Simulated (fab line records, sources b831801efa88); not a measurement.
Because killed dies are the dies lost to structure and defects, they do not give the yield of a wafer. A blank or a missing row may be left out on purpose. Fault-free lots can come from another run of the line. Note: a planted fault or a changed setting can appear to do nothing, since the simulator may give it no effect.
A struck lot beside a sound one :: flow sky130 :: 15 out of 708 route steps
Sound: wafers L297.2, L297.5, L297.6. Wafers L295.2, L295.3, L295.5 were the ones struck. The cause is named last.
Per side, at each step with rows, come the tool, then ch with its chambers, and then its first start. Under that, the readings that differ: sound wafers :: struck wafers :: difference of the means :: sigmas: that difference in standard deviations of wafers without a fault.
alike: words and numbers the same on both sides, and readings whose means are apart by under 2 such deviations; not compared: readings that were withheld, readings missing a value for some wafer, numbers with overlapping values and no deviation given by the record, and bounds like >300 which may hide the same value.
Wherever a step has rows on one side only, a row that says differs or no value, or a row with sigmas, the two part there. Non-overlapping numbers with no deviation appear without sigmas and do not part them. A reading missing from all wafers of one side parts the sides only when that side holds two or more wafers.

SKY_CAP2M_SPUTTER_02: material TiN, target thk 200 nm, time 166.7 s.
  struck on pvd_sputter-04, day 41 11:58; sound on pvd_sputter-02, day 42 03:04
  alike: throttle_valve_pct
SKY_CAP2M_RS_MEAS_03: measures by four-point-probe.
  struck on film_metro-02, day 41 12:06; sound on film_metro-04, day 42 03:12
  alike: CAP2M_TIN_RS
SKY_CAP2M_THK_MEAS_04: measures by xrf.
  struck on film_metro-02, day 41 12:13; sound on film_metro-04, day 42 03:19
  alike: CAP2M_TIN_THK
then, 7 steps without rows for these wafers: SKY_CAP2M_DEHYDRATE_05 (time 60 s); SKY_CAP2M_HMDS_06 (prime time 60 s); SKY_CAP2M_COAT_07 (resist thk 1140 nm); SKY_CAP2M_SOFTBAKE_08 (time 60 s); SKY_CAP2M_EXPOSE_09 (exposes mask CAP2M, target cd 1000 nm); SKY_CAP2M_PEB_10; SKY_CAP2M_DEVELOP_11 (develop time 60 s).
SKY_CAP2M_OVL_MEAS_12:
  struck on overlay-01, day 42 12:02; sound on overlay-01, day 43 02:43
  alike: CAP2M_OVL
SKY_CAP2M_METAL_ETCH_13: etches TiN in Cl2/BCl3, stops on SiO2, target depth 220 nm, time 62.9 s.
  sound on rie_metal-02 ch 0,1, day 43 02:45; struck on rie_metal-04 ch 0,1, day 42 12:04
  alike: drypump_motor_current_A, oes_product_au, rf_fwd_power_W, throttle_valve_pct
  not compared: rf_hours_counter_h
SKY_CAP2M_STRIP_14: strips in O2/N2.
  sound on plasma_asher-03 ch 0,1, day 43 02:50; struck on plasma_asher-02 ch 0,1, day 42 12:08
  no value came back on the struck wafers for any of 5 readings (chamber_pressure_mTorr (mTorr), drypump_motor_current_A (A) and others); on the sound wafers chamber_pressure_mTorr (mTorr) reads 1500.9 1498.4 1499.4
reading: model.NOVOLAK_of_CAP2M_COAT_07.thk_nm (nm)
sound: 0 0 0
struck: 1003 992.1 993.4
difference: +996
sigmas: 
  not compared: rf_hours_counter_h
then, 1 step without rows for these wafers: SKY_CAP2M_STRIP_15 (strips in post etch residue remover, time 1200 s).
-- the record jumps here: 5 days lie between the struck wafers' starts before and after (it left off in module CAP2M and takes up again in module PAD_OPEN, whose first step shown is number 708 of the route) --
SKY_PAD_OPEN_PROBE_99:
  struck on prober-02, day 47 09:01; sound on prober-02, day 47 20:57
reading: defect_limited_yield (%)
sound: 80.3 80.3 82.9
struck: 0 0.6 0
difference: -81
sigmas: -43

reading: killed_at_M0_to_M3
sound: 54 55 48
struck: 4 11 9
difference: -44
sigmas: -6

reading: killed_at_contacts
sound: 32 23 21
struck: 3 2 4
difference: -22
sigmas: -4

reading: killed_at_front_end
sound: 8 17 13
struck: 3 0 5
difference: -10
sigmas: -2

reading: killed_at_other
sound: 0 0 0
struck: 481 475 473
difference: +476
sigmas: +99 or more

reading: killed_dies
sound: 97 97 84
struck: 492 489 492
difference: +398
sigmas: +43

reading: killed_on_rim
sound: 17 21 17
struck: 96 96 96
difference: +78
sigmas: +20

reading: killed_open
sound: 44 54 37
struck: 7 11 8
difference: -36
sigmas: -5

reading: killed_short
sound: 53 43 46
struck: 4 3 11
difference: -41
sigmas: -6

reading: sort_bin_3_pad_short (%)
sound: 1.6 1.0 1.4
struck: 22.6 22.0 23.6
difference: +21.4
sigmas: +48

reading: sort_bin_5_function (%)
sound: 11.6 11.4 9.1
struck: 74.0 73.6 71.3
difference: +62.3
sigmas: +42

reading: sort_bin_6_memory (%)
sound: 6.5 7.3 6.5
struck: 3.5 3.9 5.1
difference: -2.6
sigmas: -2

reading: sort_n_pass
sound: 395 395 408
struck: 0 3 0
difference: -398
sigmas: -43

reading: sort_yield_pct (%)
sound: 80.3 80.3 82.9
struck: 0 0.6 0
difference: -81
sigmas: -43
  alike: killed_at_M4_up

== WHERE THEY PART ==
At SKY_CAP2M_STRIP_14 first; at SKY_PAD_OPEN_PROBE_99 last (within this record only).

WHY: what the simulator had put in
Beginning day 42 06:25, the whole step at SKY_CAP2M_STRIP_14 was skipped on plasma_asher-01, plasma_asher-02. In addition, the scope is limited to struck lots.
